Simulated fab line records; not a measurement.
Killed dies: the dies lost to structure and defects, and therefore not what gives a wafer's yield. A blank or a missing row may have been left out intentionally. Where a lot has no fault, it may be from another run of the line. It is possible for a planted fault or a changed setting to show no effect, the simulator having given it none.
fab line records	flow sky130
[record] lots = 6	wafers = 18	lastDay = 50
route steps=708 shown LOCAL_INTERCONNECT@396 CONTACT@406 PAD_OPEN@708
lots that met no fault: taken from a fault-free run of the same line
startH: the number of hours between the record's first day and the start of the first shown wafer of the lot	waitH: how many hours have passed since the lot's step before this one	" repeats the value in the row above	L1.1+2: a row that stands for several wafers	- no value, or no start given	* or withheld: withheld	< > ~ a bound
route shown NAME@n: NAME is a module with steps in the file, n the number in the route of the first one	usual: mean/standard deviation taken from wafers without a fault	same: alike in all rows	chamber/n: place in a boat	sites: the reading at each site	_std_site: standard deviation across them	_edge_site: inner sites' mean taken away from outer sites' mean	radiusMm: for every site, how far away it sits from the centre of the wafer	mask NAME#n: copy n	behind: the most recent tool/chamber to have shaped the wafer	hold: reason for holding the lot/hours on hold/outcome of the hold	device: which transistor (n, p or np) failed to switch	end of line: tests run on the same wafers once the route is complete	a step without rows: its recipe alone	killed: the dies lost at the first sort to structure and to defects; this is not the yield of the wafer	map: dies across one wafer; x = killed, . = not, _ = none there
set.NAME: the run value of the setting; set.NAME@STEP: its run value at that earlier step	model.NAME: the simulator's own value behind a step, which no gauge read
lots at selected steps of the route; one table per step, one row per wafer
services: from which hour (startH, from the record's first day; less than 0 if before it) a tool's chamber was out of use, for how many hours, and why
[[steps]]
[step SKY_LOCAL_INTERCONNECT_PEB_09]
[recipe] pebTempC = withheld	pebTimeS = withheld	resist = KrF-thick
[step SKY_LOCAL_INTERCONNECT_DEVELOP_10]
[recipe] developTimeS = 60	resist = KrF-thick	devTempC = 21
[step SKY_LOCAL_INTERCONNECT_CD_MEAS_11]
[recipe] targetCdNm = 170
[usual] cdNm = 170.6/1.5
lot.wafer	tool	chamber	startH	waitH	cdNm
L756.3	cdSem-02	-	731.97	-	169.4
L756.5	"	-	"	"	170.4
L756.6	"	-	"	"	170.6
L763.1	cdSem-02	-	793.93	-	169.3
L763.5	"	-	"	"	169.4
L763.6	"	-	"	"	169.2
L767.3	cdSem-01	-	831.17	-	168.8
L767.5	"	-	"	"	169.8
L767.6	"	-	"	"	170.1
L768.1	cdSem-02	-	838.83	-	168.9
L768.2	"	-	"	"	171.0
L768.5	"	-	"	"	168.9
L770.1	cdSem-01	-	855.73	-	169.6
L770.3	"	-	"	"	170.3
L770.6	"	-	"	"	170.1
L772.3	cdSem-02	-	876.17	-	171.8
L772.4	"	-	"	"	172.2
L772.5	"	-	"	"	170.2
[step SKY_LOCAL_INTERCONNECT_OVL_MEAS_12]
[usual] LOCAL_INTERCONNECT_OVL = 1/4.6
lot.wafer	tool	chamber	startH	waitH	LOCAL_INTERCONNECT_OVL[nm]
L756.3	overlay-02	-	732.07	0.1	-4
L756.5	"	-	"	"	-2
L756.6	"	-	"	"	4
L763.1	overlay-02	-	794.05	0.1	10
L763.5	"	-	"	"	10
L763.6	"	-	"	"	5
L767.3	overlay-02	-	831.27	0.1	2
L767.5	"	-	"	"	-7
L767.6	"	-	"	"	2
L768.1	overlay-01	-	838.95	0.1	2
L768.2	"	-	"	"	2
L768.5	"	-	"	"	1
L770.1	overlay-01	-	855.85	0.1	6
L770.3	"	-	"	"	5
L770.6	"	-	"	"	6
L772.3	overlay-01	-	876.26	0.1	4
L772.4	"	-	"	"	7
L772.5	"	-	"	"	-6
[step SKY_LOCAL_INTERCONNECT_ETCH_13]
[recipe] chemistry = N2/H2	target = BARC	ionEnergyEv = 200	biasW = 100	pressureMtorr = 30	n2FlowSccm = 100	h2FlowSccm = 200	icpW = 500	stopOn = SiO2	timeS = 45.9	targetDepthA = 600
[usual] drypumpMotorCurrentA = 5.5/0.47	oesProductAu = 0.854/0.0043	throttleValvePct = 13.226/0.0091
lot.wafer	tool	chamber	startH	waitH	drypumpMotorCurrentA	oesProductAu	rfHoursCounterH	throttleValvePct
L756.3	rieMetal-02	0	732.11	0.0	6.0	0.853	-	13.240
L756.5	"	0	"	"	6.0	0.855	-	13.212
L756.6	"	1	"	"	5.3	0.853	-	13.225
L763.1	rieMetal-04	1	794.08	0.0	4.8	0.859	7	13.231
L763.5	"	0	"	"	5.8	0.856	-	13.240
L763.6	"	1	"	"	4.8	0.850	-	13.230
L767.3	rieMetal-02	1	831.31	0.0	5.3	0.842	-	13.226
L767.5	"	0	"	"	6.0	0.844	-	13.233
L767.6	"	1	"	"	5.3	0.855	-	13.236
L768.1	rieMetal-02	1	838.98	0.0	5.3	0.864	1	13.211
L768.2	"	0	"	"	6.0	0.858	15	13.226
L768.5	"	0	"	"	6.0	0.849	-	13.234
L770.1	rieMetal-01	0	855.89	0.0	5.1	0.856	3	13.225
L770.3	"	0	"	"	5.1	0.853	-	13.229
L770.6	"	0	"	"	5.1	0.851	-	13.233
L772.3	rieMetal-01	0	876.30	0.0	5.1	0.858	-	13.217
L772.4	"	1	"	"	6.2	0.862	-	13.211
L772.5	"	1	"	"	6.2	0.852	-	13.208
[step SKY_LOCAL_INTERCONNECT_METAL_ETCH_14]
[recipe] targetDepthNm = 110	stopOn = PSG	chemistry = Cl2/BCl3	target = TiN	resistSidewallDeg = 88	pressureMtorr = 10	icpW = 900	biasW = 48.5	Cl2_flow_sccm = 60	bcl3FlowSccm = 30	timeS = 31.4
[usual] drypumpMotorCurrentA = 5.5/0.47	mfcCl2Sccm = 60.01/0.18	oesProductAu = 0.938/0.0077	throttleValvePct = 21.903/0.0093
lot.wafer	tool	chamber	startH	waitH	drypumpMotorCurrentA	mfcCl2Sccm	oesProductAu	rfHoursCounterH	throttleValvePct
L756.3	rieMetal-02	0	732.17	0.0	6.0	60.05	0.936	-	21.904
L756.5	"	0	"	"	6.0	59.68	0.937	-	21.901
L756.6	"	1	"	"	5.3	59.92	0.930	-	21.892
L763.1	rieMetal-04	1	794.15	0.0	4.8	59.75	0.943	7	21.917
L763.5	"	0	"	"	5.8	59.93	0.929	-	21.917
L763.6	"	1	"	"	4.7	59.79	0.928	-	21.905
L767.3	rieMetal-02	1	831.37	0.0	5.3	60.24	0.935	-	21.908
L767.5	"	0	"	"	6.0	60.04	0.934	-	21.912
L767.6	"	1	"	"	5.3	60.16	0.942	-	21.896
L768.1	rieMetal-02	1	839.05	0.0	5.3	59.93	0.935	1	21.886
L768.2	"	0	"	"	6.0	59.98	0.933	16	21.892
L768.5	"	0	"	"	6.0	60.29	0.934	-	21.907
L770.1	rieMetal-01	0	856.02	0.1	5.1	60.10	0.940	3	21.894
L770.3	"	0	"	"	5.1	60.19	0.948	-	21.901
L770.6	"	0	"	"	5.1	59.71	0.943	-	21.921
L772.3	rieMetal-01	0	876.36	0.0	5.1	59.79	0.939	-	21.904
L772.4	"	1	"	"	6.2	59.72	0.931	-	21.911
L772.5	"	1	"	"	6.1	59.88	0.944	-	21.909
[step SKY_LOCAL_INTERCONNECT_STRIP_15]
[recipe] chemistry = O2/N2	powerW = 1400	pressureMtorr = 1500	platenTempC = withheld	o2FlowSccm = 3000	n2FlowSccm = 300	overashFraction = 0.5
[usual] drypumpMotorCurrentA = 5.3/0.5	oesProductAu = 0.427/0.0051	stripTimeToEndpointS = 4.719/0.019
lot.wafer	tool	chamber	startH	waitH	drypumpMotorCurrentA	oesProductAu	rfHoursCounterH	stripTimeToEndpointS
L756.3	plasmaAsher-03	0	732.24	0.1	6.4	0.427	-	4.734
L756.5	"	1	"	"	5.8	0.416	-	4.730
L756.6	"	0	"	"	6.3	0.423	-	4.729
L763.1	plasmaAsher-04	0	794.20	0.0	5.2	0.421	35	4.717
L763.5	"	1	"	"	4.9	0.425	-	4.714
L763.6	"	0	"	"	5.2	0.437	-	4.755
L767.3	plasmaAsher-04	0	831.44	0.1	5.2	0.426	-	4.713
L767.5	"	0	"	"	5.2	0.432	-	4.746
L767.6	"	1	"	"	4.9	0.430	-	4.723
L768.1	plasmaAsher-01	1	839.10	0.0	4.8	0.422	103	4.712
L768.2	"	0	"	"	5.7	0.423	103	4.737
L768.5	"	1	"	"	4.8	0.435	-	4.745
L770.1	plasmaAsher-01	1	856.12	0.1	4.8	0.427	104	4.720
L770.3	"	1	"	"	4.8	0.431	-	4.712
L770.6	"	1	"	"	4.9	0.423	-	4.722
L772.3	plasmaAsher-01	1	876.43	0.1	4.9	0.431	-	4.740
L772.4	"	0	"	"	5.7	0.433	-	4.727
L772.5	"	0	"	"	5.7	0.426	-	4.730
[step SKY_LOCAL_INTERCONNECT_STRIP_16]
[recipe] chemistry = postEtchResidueRemover	timeS = 1200	tempC = 72.5
[step SKY_LOCAL_INTERCONNECT_CLEAN_17]
[recipe] chemistry = IPA	timeS = 180	tempC = 25
[step SKY_LOCAL_INTERCONNECT_CLEAN_18]
[recipe] chemistry = O3/DIW	dry = n2Spin
[step SKY_CONTACT_CVD_00]
[recipe] material = Si3N4	targetThkNm = 75	tempC = 400	timeS = withheld	rfW = 450
[usual] heaterPowerW = 692/110
lot.wafer	tool	chamber	startH	waitH	heaterPowerW
L756.3	pecvd-01	2	732.83	0.0	669
L756.5	"	2	"	"	682
L756.6	"	1	"	"	674
L763.1	pecvd-04	2	794.83	0.0	882
L763.5	"	2	"	"	886
L763.6	"	0	"	"	555
L767.3	pecvd-02	0	832.04	0.0	690
L767.5	"	1	"	"	691
L767.6	"	0	"	"	687
L768.1	pecvd-04	2	839.73	0.0	887
L768.2	"	0	"	"	505
L768.5	"	2	"	"	899
L770.1	pecvd-02	2	856.75	0.0	700
L770.3	"	1	"	"	725
L770.6	"	0	"	"	688
L772.3	pecvd-04	1	877.01	0.0	533
L772.4	"	2	"	"	940
L772.5	"	1	"	"	548
[step SKY_CONTACT_THK_MEAS_01]
[recipe] reads = Si3N4_of_CONTACT_CVD_00
[usual] CONTACT_CVD_00_THK = 75.0/0.99
lot.wafer	tool	chamber	startH	waitH	CONTACT_CVD_00_THK[nm]
L756.3	filmMetro-02	-	732.89	-	75.2
L756.5	"	-	"	"	76.2
L756.6	"	-	"	"	75.6
L763.1	filmMetro-03	-	794.86	-	74.7
L763.5	"	-	"	"	76.5
L763.6	"	-	"	"	76.4
L767.3	filmMetro-03	-	832.09	-	75.3
L767.5	"	-	"	"	75.6
L767.6	"	-	"	"	75.7
L768.1	filmMetro-02	-	839.77	-	74.0
L768.2	"	-	"	"	73.7
L768.5	"	-	"	"	75.4
L770.1	filmMetro-03	-	856.78	-	72.8
L770.3	"	-	"	"	74.0
L770.6	"	-	"	"	75.6
L772.3	filmMetro-03	-	877.06	-	74.0
L772.4	"	-	"	"	75.5
L772.5	"	-	"	"	74.6
[step SKY_CONTACT_HDPCVD_02]
[recipe] material = SiO2	targetThkNm = 565	sigmaOpenFrac = 0.3	timeS = 94.2	tempC = 600	sih4FlowSccm = 60	pressureMtorr = 6
[usual] sih4FlowSccm = 59.98/0.19
lot.wafer	tool	chamber	startH	waitH	sih4FlowSccm	model.SiO2_of_CONTACT_HDPCVD_02.thkNm
L756.3	hdpcvd-02	0	732.93	0.0	59.71	564.6
L756.5	"	2	"	"	60.32	575.1
L756.6	"	1	"	"	59.89	572
L763.1	hdpcvd-01	0	794.92	0.1	59.95	573.6
L763.5	"	2	"	"	60.35	567.9
L763.6	"	0	"	"	59.99	575.3
L767.3	hdpcvd-02	1	832.13	0.0	71.91	669.5
L767.5	"	2	"	"	71.61	681.8
L767.6	"	0	"	"	71.73	678.1
L768.1	hdpcvd-02	2	839.83	0.1	71.71	683.8
L768.2	"	0	"	"	71.99	677.9
L768.5	"	0	"	"	72.15	682.8
L770.1	hdpcvd-01	2	856.84	0.1	59.83	561.4
L770.3	"	1	"	"	60.12	569.9
L770.6	"	1	"	"	60.15	561.3
L772.3	hdpcvd-01	2	877.10	0.0	59.90	566.3
L772.4	"	2	"	"	60.24	557.7
L772.5	"	0	"	"	59.69	575
[step SKY_CONTACT_THK_MEAS_03]
[recipe] reads = SiO2_of_CONTACT_HDPCVD_02
[usual] CONTACT_HDPCVD_THK = 570/6.6
lot.wafer	tool	chamber	startH	waitH	CONTACT_HDPCVD_THK[nm]
L756.3	filmMetro-01	-	733.01	0.1	565
L756.5	"	-	"	"	575
L756.6	"	-	"	"	572
L763.1	filmMetro-02	-	795.02	0.1	573
L763.5	"	-	"	"	568
L763.6	"	-	"	"	575
L767.3	filmMetro-01	-	832.22	0.1	669
L767.5	"	-	"	"	682
L767.6	"	-	"	"	678
L768.1	filmMetro-01	-	839.90	0.0	684
L768.2	"	-	"	"	678
L768.5	"	-	"	"	683
L770.1	filmMetro-02	-	856.91	0.0	561
L770.3	"	-	"	"	570
L770.6	"	-	"	"	561
L772.3	filmMetro-01	-	877.19	0.1	566
L772.4	"	-	"	"	558
L772.5	"	-	"	"	575
[step SKY_CONTACT_CMP_04]
[recipe] material = SiO2	downForcePsi = 4	platenRpm = 60	padVelocityMS = 0.94248
[usual] edgeZonePressureFrac = 1.000/0.0049	motorCurrentA = 12.2/1.9	retainingRingPressureFrac = 1.000/0.0048	timeToEndpointS = 83/4.5
lot.wafer	tool	chamber	startH	waitH	edgeZonePressureFrac	motorCurrentA	retainingRingPressureFrac	timeToEndpointS
L756.3	cmp-01	2	733.05	0.0	0.996	16.1	1.003	78
L756.6	"	2	"	"	0.993	16.2	1.005	83
L756.5	"	3	"	"	1.006	9.9	0.997	82
L763.1	cmp-01	1	795.18	0.1	0.997	12.9	0.994	87
L763.5	"	3	"	"	1.002	9.2	1.003	80
L763.6	"	0	"	"	0.997	11.6	1.000	80
L767.3	cmp-01	0	832.36	0.1	1.009	11.5	0.994	115
L767.5	"	2	"	"	1.003	15.8	0.995	119
L767.6	"	3	"	"	0.995	9.4	0.991	119
L768.2	cmp-01	1	840.16	0.2	0.998	13.4	0.993	125
L768.1	"	2	"	"	1.001	15.6	0.996	118
L768.5	"	3	"	"	1.000	10.1	0.998	119
L770.3	cmp-01	0	857.02	0.1	1.004	12.4	1.002	80
L770.1	"	2	"	"	1.008	16.5	1.001	76
L770.6	"	3	"	"	1.002	9.8	1.002	76
L772.4	cmp-02	3	877.23	0.0	0.992	11.6	1.004	88
L772.3	"	2	"	"	1.004	11.4	0.999	87
L772.5	"	0	"	"	1.002	11.1	1.007	92
[step SKY_CONTACT_BOW_MEAS_05]
[recipe] mode = bow
[usual] CONTACT_BOW = 84/7.9
lot.wafer	tool	chamber	startH	waitH	CONTACT_BOW[um]
L756.3	filmMetro-02	-	733.39	0.3	73
L756.5	"	-	"	"	92
L756.6	"	-	"	"	78
L763.1	filmMetro-01	-	795.38	0.1	93
L763.5	"	-	"	"	79
L763.6	"	-	"	"	87
L767.3	filmMetro-01	-	832.60	0.2	79
L767.5	"	-	"	"	83
L767.6	"	-	"	"	79
L768.1	filmMetro-02	-	840.36	0.1	78
L768.2	"	-	"	"	76
L768.5	"	-	"	"	82
L770.1	filmMetro-01	-	857.27	0.1	82
L770.3	"	-	"	"	85
L770.6	"	-	"	"	80
L772.3	filmMetro-03	-	877.57	0.1	87
L772.4	"	-	"	"	78
L772.5	"	-	"	"	87
[step SKY_PAD_OPEN_PROBE_99]
[usual] killed_at_M0_to_M3 = 44/7.4	killed_at_M4_up = 3.1/1.8	killedAtContacts = 25/6	killedAtFrontEnd = 15/4.4	killedAtOther = 0.3/0.49	killedDies = 88/10	killedOpen = 48/7.4	killedShort = 39/6.3
[same] grossDies = 492	killedAtBackSide = 0
lot.wafer	tool	chamber	startH	waitH	killed_at_M0_to_M3	killed_at_M4_up	killedAtContacts	killedAtFrontEnd	killedAtOther	killedDies	killedOpen	killedShort
L756.3	prober-02	-	1098.29	0.2	36	3	20	9	0	68	36	32
L756.5	prober-02	-	1098.39	0.2	35	2	31	15	0	83	36	47
L756.6	prober-02	-	1098.44	0.2	54	3	25	10	0	92	47	45
L763.1	prober-01	-	1144.26	0.1	52	3	24	15	0	94	49	45
L763.5	prober-01	-	1144.46	0.2	49	2	23	15	1	90	53	37
L763.6	prober-01	-	1144.51	0.2	38	4	24	15	0	81	45	36
L767.3	prober-01	-	1171.27	0.2	54	1	27	16	0	98	55	43
L767.5	prober-01	-	1171.37	0.2	47	3	18	18	0	86	48	37
L767.6	prober-01	-	1171.42	0.2	34	4	33	11	1	83	46	36
L768.1	prober-02	-	1178.30	0.1	49	5	19	9	0	82	51	31
L768.2	prober-02	-	1178.35	0.1	44	3	27	17	0	91	41	50
L768.5	prober-02	-	1178.50	0.2	35	2	14	18	0	69	32	37
L772.3	prober-02	-	1202.23	0.2	50	1	35	14	0	100	48	49
L772.4	prober-02	-	1202.28	0.2	34	2	22	11	1	70	40	30
L772.5	prober-02	-	1202.33	0.2	50	4	34	16	1	105	55	47
// killed by level:class
L756.3 VIA1:geometricParticle:open=10 METAL2:geometricParticle:short=6 FIELD_ISO:geometricParticle:short=5 LI_CONTACT:geometricParticle:open=5 CONTACT:geometricParticle:open=5 VIA2:geometricParticle:open=5 LOCAL_INTERCONNECT:geometricParticle:short=4 METAL1:geometricParticle:short=4
L756.5 METAL2:geometricParticle:short=10 CONTACT:geometricParticle:open=7 FIELD_ISO:geometricParticle:short=6 LI_CONTACT:geometricParticle:open=6 CONTACT:geometricParticle:short=6 VIA1:geometricParticle:short=6 VIA3:geometricParticle:open=6 LI_CONTACT:geometricParticle:short=5
L756.6 VIA1:geometricParticle:open=17 LI_CONTACT:geometricParticle:open=11 VIA1:geometricParticle:short=9 METAL1:geometricParticle:short=8 CONTACT:geometricParticle:open=6 FIELD_ISO:geometricParticle:short=5 METAL2:geometricParticle:short=5 VIA2:geometricParticle:open=5
L763.1 VIA1:geometricParticle:open=13 CONTACT:geometricParticle:open=9 METAL2:geometricParticle:short=6 VIA2:geometricParticle:open=6 VIA1:geometricParticle:short=6 POLY_GATE:geometricParticle:short=5 LI_CONTACT:geometricParticle:open=5 LOCAL_INTERCONNECT:geometricParticle:short=5
L763.5 VIA2:geometricParticle:open=13 VIA1:geometricParticle:open=12 LI_CONTACT:geometricParticle:open=9 VIA1:geometricParticle:short=6 FIELD_ISO:geometricParticle:open=5 POLY_GATE:geometricParticle:short=5 CONTACT:geometricParticle:open=5 METAL2:geometricParticle:short=5
L763.6 LI_CONTACT:geometricParticle:open=8 CONTACT:geometricParticle:open=8 VIA3:geometricParticle:open=8 METAL1:geometricParticle:short=5 METAL2:geometricParticle:short=5 FIELD_ISO:geometricParticle:open=4 POLY_GATE:geometricParticle:short=4 METAL3:geometricParticle:short=4
L767.3 CONTACT:geometricParticle:open=13 VIA1:geometricParticle:open=12 VIA1:geometricParticle:short=8 METAL1:geometricParticle:short=6 LI_CONTACT:geometricParticle:open=6 POLY_GATE:geometricParticle:open=5 LI_CONTACT:geometricParticle:short=5 METAL2:geometricParticle:short=5
L767.5 VIA1:geometricParticle:open=12 CONTACT:geometricParticle:open=9 METAL1:geometricParticle:short=6 VIA2:geometricParticle:open=6 VIA1:geometricParticle:short=6 FIELD_ISO:geometricParticle:short=5 CONTACT:geometricParticle:short=5 METAL2:geometricParticle:short=5
L767.6 CONTACT:geometricParticle:open=11 VIA1:geometricParticle:open=10 CONTACT:geometricParticle:short=8 LI_CONTACT:geometricParticle:open=7 POLY_GATE:geometricParticle:short=5 VIA3:geometricParticle:short=5 VIA3:geometricParticle:open=4 POLY_CUT:geometricParticle:open=3
L768.1 VIA2:geometricParticle:open=10 VIA1:geometricParticle:open=9 VIA3:geometricParticle:open=8 LI_CONTACT:geometricParticle:open=7 METAL3:geometricParticle:short=4 POLY_GATE:geometricParticle:open=4 METAL2:geometricParticle:short=4 CONTACT:geometricParticle:short=4
L768.2 LI_CONTACT:geometricParticle:open=10 CONTACT:geometricParticle:open=9 VIA1:geometricParticle:open=8 POLY_GATE:geometricParticle:short=7 METAL1:geometricParticle:short=6 VIA3:geometricParticle:short=6 METAL2:geometricParticle:short=6 FIELD_ISO:geometricParticle:short=5
L768.5 FIELD_ISO:geometricParticle:short=7 VIA2:geometricParticle:open=7 METAL1:geometricParticle:short=7 VIA1:geometricParticle:open=5 CONTACT:geometricParticle:open=5 METAL3:geometricParticle:short=5 LI_CONTACT:geometricParticle:short=3 POLY_GATE:geometricParticle:short=3
L772.3 LI_CONTACT:geometricParticle:open=12 CONTACT:geometricParticle:open=11 CONTACT:geometricParticle:short=9 VIA1:geometricParticle:open=8 METAL1:geometricParticle:short=8 POLY_GATE:geometricParticle:short=7 METAL2:geometricParticle:short=7 VIA3:geometricParticle:open=6
L772.4 CONTACT:geometricParticle:short=6 VIA1:geometricParticle:open=6 VIA3:geometricParticle:open=6 CONTACT:geometricParticle:open=5 LOCAL_INTERCONNECT:geometricParticle:short=4 VIA2:geometricParticle:short=4 VIA2:geometricParticle:open=4 FIELD_ISO:geometricParticle:open=3
L772.5 CONTACT:geometricParticle:open=11 VIA1:geometricParticle:open=11 LI_CONTACT:geometricParticle:open=9 VIA3:geometricParticle:short=7 VIA2:geometricParticle:open=6 VIA2:geometricParticle:short=6 LOCAL_INTERCONNECT:geometricParticle:short=5 CONTACT:geometricParticle:short=5
[[services]]
tool	chamber	startH	hours	kind
hdpcvd-01	0	708.62	8.7	repair
hdpcvd-02	-	713.90	0.3	repair
pecvd-01	0	714.89	9.2	repair
rieMetal-02	0	718.64	4.6	repair
plasmaAsher-03	-	733.75	9.0	pm
pecvd-04	2	736.54	7.1	repair
cmp-01	-	741.06	4.6	pm
cmp-02	-	744.04	4.0	pm
cmp-01	-	747.75	0.6	repair
hdpcvd-01	-	759.46	2.8	pm
hdpcvd-02	-	774.31	0.3	repair
cmp-01	-	777.48	1.3	repair
cmp-01	-	780.97	1.6	repair
hdpcvd-01	1	783.23	13.2	repair
rieMetal-02	0	802.16	16.8	repair
pecvd-04	-	822.47	14.6	pm
rieMetal-02	-	822.78	1.4	pm
hdpcvd-02	1	840.85	1.7	repair
hdpcvd-01	-	845.46	0.8	repair
rieMetal-01	1	845.90	17.6	repair
rieMetal-02	0	855.72	25.8	repair
plasmaAsher-04	-	856.49	1.2	repair
cmp-01	-	860.10	0.2	repair
pecvd-04	0	871.22	8.1	repair
[[key]]
[firstSign] step = SKY_CONTACT_HDPCVD_02	reading = sih4FlowSccm	direction = up	sigmas = 62	usual = 59.98	struck = 71.85
[effect] step = SKY_CONTACT_THK_MEAS_03	reading = CONTACT_HDPCVD_THK	direction = up	sigmas = 17	usual = 570	struck = 679
[effect] step = SKY_CONTACT_CMP_04	reading = timeToEndpointS	direction = up	sigmas = 8	usual = *	struck = *
[modelEffect] step = SKY_CONTACT_HDPCVD_02	value = SiO2_of_CONTACT_HDPCVD_02.thkNm	without = 566	struck = 679
metAt SKY_CONTACT_HDPCVD_02
struckWafers L767.3,L767.5,L767.6,L768.1,L768.2,L768.5
testerLeftOut L767,L768
onsetBetween 732.93 832.13
[fault] kind = processParameterDrift	tool = hdpcvd-02	chamber = -	onsetH = 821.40	steps = SKY_CONTACT_HDPCVD_02	channel = sih4FlowSccm	offset = 12	shape = step	endH = 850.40	actsIn = theseRecipesOnly	stated = 60
// testerLeftOut: of these lots the tester's yield and bins aren't shown, on N5 and GAA mostly nor the transistor test; their killed dies are dies lost to structure and defects alone, not to doping, threshold or leakage, so they don't give the yield
